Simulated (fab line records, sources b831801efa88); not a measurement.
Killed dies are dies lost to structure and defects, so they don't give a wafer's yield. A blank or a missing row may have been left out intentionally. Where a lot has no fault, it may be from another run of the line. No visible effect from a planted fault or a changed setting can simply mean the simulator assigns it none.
Which tool is to blame?    flow sky130    6 lots with 18 wafers sampled at 2 steps, on a route of 708 steps

WHAT THE GAUGES READ, wafer by wafer
SKY_FIELD_ISO_THK_MEAS_23.
lot   measured     on             FIELD_ISO_OXIDATION_01_THK (nm)
L288  day 3 00:53  film metro-04  10.40 10.33 10.49
L291  day 3 16:42  film metro-02  10.24 10.39 10.36
L295  day 4 12:26  film metro-02  9.66 9.86 9.98
L299  day 5 12:33  film metro-04  9.81 10.02 10.17
L302  day 6 04:38  film metro-02  4.30 3.96 4.40
L304  day 6 10:07  film metro-02  4.33 4.47 4.60

WHAT TOOL EACH LOT RAN ON (gives the tool, then ch and the chambers of the sampled wafers, and finally the start)
lot   SKY_FIELD_ISO_OXIDATION_22
L288  furnace-01 ch 0, day 2 23:42
L291  furnace-02 ch 0, day 3 15:31
L295  furnace-02 ch 0, day 4 11:16
L299  furnace-01 ch 0, day 5 11:21
L302  furnace-02 ch 0, day 6 03:26
L304  furnace-02 ch 0, day 6 08:55
- SKY_FIELD_ISO_OXIDATION_22: stabilise 600 s, purge 300 s, target thk 10 nm.

THE ANSWER, worked out from the rows above alone
Rule: the usual values come from the lots themselves. Put in order of their means at a reading, lots are off if they are a third of the lots or fewer, leave a main group of 4 or more, and stand apart from it by a gap of 3 or more times the standard deviation of the main group's means; of several such gaps the widest counts. A main group is skipped when, at the precision printed for the reading in the tables above, its means are all equal. A lot without any number at a reading at which 4 lots or more have one is off too. Any other lot the step has rows for is counted as sound.
Off: L302, L304, at SKY_FIELD_ISO_THK_MEAS_23 (FIELD_ISO_OXIDATION_01_THK). Mean 10.14 nm and standard deviation 0.23 in the main group.
A tool fits if, at a process step before that reading, it ran every lot that is off, and no sound lot after the first of them. The gauges at SKY_FIELD_ISO_THK_MEAS_23 are tried like those tools. Undecided on this evidence; 2 tools fit (furnace-02 at SKY_FIELD_ISO_OXIDATION_22, film metro-02 at SKY_FIELD_ISO_THK_MEAS_23).

WHAT THE SIMULATOR PUT IN
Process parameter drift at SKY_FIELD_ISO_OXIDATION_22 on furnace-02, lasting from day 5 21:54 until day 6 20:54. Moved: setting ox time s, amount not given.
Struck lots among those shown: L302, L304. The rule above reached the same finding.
